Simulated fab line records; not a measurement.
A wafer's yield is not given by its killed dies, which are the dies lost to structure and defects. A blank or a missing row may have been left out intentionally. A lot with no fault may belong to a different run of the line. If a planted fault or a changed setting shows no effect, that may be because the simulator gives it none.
Struck lot and sound lot, side by side :: flow sky130 :: 43 steps out of a route of 708
Sound: these wafers, L261.2, L261.4, L261.5. Wafers struck: L272.1, L272.3, L272.4. The cause is named last.
For every step that has rows: the tool of each side, followed by ch and its chambers, followed by its first start. Under that, the readings that differ: sound wafers :: struck wafers :: difference of the means :: sigmas: that difference in standard deviations of wafers without a fault.
alike: a reading whose means differ by less than 2 such deviations, as well as words and numbers matching on both sides. not compared: withheld readings; readings where some wafer has no value; bounds like >300 that might hide an equal value; numbers whose values overlap and for which the record gives no deviation.
The two part at a step that has a row with sigmas, a row that says differs or no value, or rows on one side only. When numbers do not overlap yet have no deviation, they are printed without sigmas and do not part them. A reading missing from all wafers of one side parts the sides only when that side holds two or more wafers.

first, 3 steps without rows for these wafers: SKY_FIELD_ISO_WET_ETCH_30 (etches SiO2 in dHF, target depth 25 nm, time 50 s); SKY_NWELL_CLEAN_00 (cleans in SC1/SC2, time 150 s); SKY_NWELL_OXIDATION_01 (stabilise 600 s, purge 300 s, target thk 10 nm).
SKY_NWELL_THK_MEAS_02:
  sound: film metro-03 at day 3 13:07; struck: film metro-03 at day 6 01:16
  alike: NWELL_OXIDATION_THK
then, 8 steps without rows for these wafers: SKY_DNWELL_DEHYDRATE_00 (time 60 s); SKY_DNWELL_HMDS_01 (prime time 60 s); SKY_DNWELL_COAT_02 (resist thk 3000 nm); SKY_DNWELL_SOFTBAKE_03; SKY_DNWELL_EXPOSE_04 (exposes mask DNM, target cd 3000 nm); SKY_DNWELL_PEB_05; SKY_DNWELL_DEVELOP_06 (develop time 60 s); SKY_DNWELL_IMPLANT_07.
SKY_DNWELL_STRIP_08: strips in O2/N2.
  sound on plasma asher-04 ch 1, day 4 05:44; struck on plasma asher-01 ch 0,1, day 6 20:56
  alike: drypump motor current A, oes product au, strip time to endpoint s
  not compared: rf hours counter h
SKY_DNWELL_TW_MEAS_09:
  sound: film metro-04 at day 4 05:51; struck: film metro-03 at day 6 21:02
  alike: DNWELL_TW
then, 7 steps without rows for these wafers: SKY_PWDE_DEHYDRATE_00 (time 60 s); SKY_PWDE_HMDS_01 (prime time 60 s); SKY_PWDE_COAT_02 (resist thk 3000 nm); SKY_PWDE_SOFTBAKE_03; SKY_PWDE_EXPOSE_04 (exposes mask PWDEM, target cd 840 nm); SKY_PWDE_PEB_05; SKY_PWDE_DEVELOP_06 (develop time 60 s).
SKY_PWDE_OVL_MEAS_07:
  sound: overlay-02 at day 4 23:21; struck: overlay-01 at day 7 17:02
  alike: PWDE_OVL
next, for these wafers, 1 step has no rows: SKY_PWDE_IMPLANT_08.
SKY_PWDE_STRIP_09: strips in O2/N2.
  sound on plasma asher-01 ch 0,1, day 4 23:32; struck on plasma asher-01 ch 0,1, day 7 17:13
  alike: drypump motor current A, oes product au, strip time to endpoint s
  not compared: rf hours counter h
SKY_PWDE_TW_MEAS_10:
  sound: film metro-02 at day 4 23:38; struck: film metro-02 at day 7 17:19
  alike: PWDE_TW
then, 7 steps without rows for these wafers: SKY_NWELL_DEHYDRATE_03 (time 60 s); SKY_NWELL_HMDS_04 (prime time 60 s); SKY_NWELL_COAT_05 (resist thk 3000 nm); SKY_NWELL_SOFTBAKE_06; SKY_NWELL_EXPOSE_07 (exposes mask NWM, target cd 840 nm); SKY_NWELL_PEB_08; SKY_NWELL_DEVELOP_09 (develop time 60 s).
SKY_NWELL_OVL_MEAS_10:
  sound: overlay-01 at day 5 17:39; struck: overlay-02 at day 8 14:20
reading: NWELL_00_OVL (nm)
sound: -2.1 -3.4 -3.4
struck: -0.8 1.0 -0.2
difference: +3.0
sigmas: +2
then, 3 steps without rows for these wafers: SKY_NWELL_IMPLANT_11; SKY_NWELL_IMPLANT_12; SKY_NWELL_IMPLANT_13.
SKY_NWELL_STRIP_14: strips in O2/N2.
  sound on plasma asher-04 ch 0,1, day 5 18:08; struck on plasma asher-03 ch 0,1, day 8 14:50
reading: strip time to endpoint s (s)
sound: 37.07 37.15 37.03
struck: 36.81 36.95 36.87
difference: -0.21
sigmas: -2
  alike: drypump motor current A, oes product au
  not compared: rf hours counter h
SKY_NWELL_TW_MEAS_15:
  sound: film metro-03 at day 5 18:14; struck: film metro-02 at day 8 14:56
  alike: NWELL_TW
then, 4 steps without rows for these wafers: SKY_NWELL_DEHYDRATE_16 (time 60 s); SKY_NWELL_HMDS_17 (prime time 60 s); SKY_NWELL_COAT_18 (resist thk 3000 nm); SKY_NWELL_SOFTBAKE_19.
-- the record jumps here: 41 days lie between the struck wafers' starts before and after (it left off in module NWELL and takes up again in module PAD_OPEN, whose first step shown is number 708 of the route) --
SKY_PAD_OPEN_PROBE_99:
  sound: prober-01 at day 47 02:50; struck: prober-02 at day 49 17:27
reading: killed at front end
sound: 17 17 10
struck: 84 77 69
difference: +62
sigmas: +16

reading: killed dies
sound: 80 87 94
struck: 134 143 144
difference: +53
sigmas: +5
  alike: killed_at_M0_to_M3, killed_at_M4_up, killed at contacts, killed at other, killed open, killed short

## WHERE THEY PART
Last at SKY_PAD_OPEN_PROBE_99 as far as this record goes, first at SKY_NWELL_OVL_MEAS_10.

WHY: the cause the simulator had injected
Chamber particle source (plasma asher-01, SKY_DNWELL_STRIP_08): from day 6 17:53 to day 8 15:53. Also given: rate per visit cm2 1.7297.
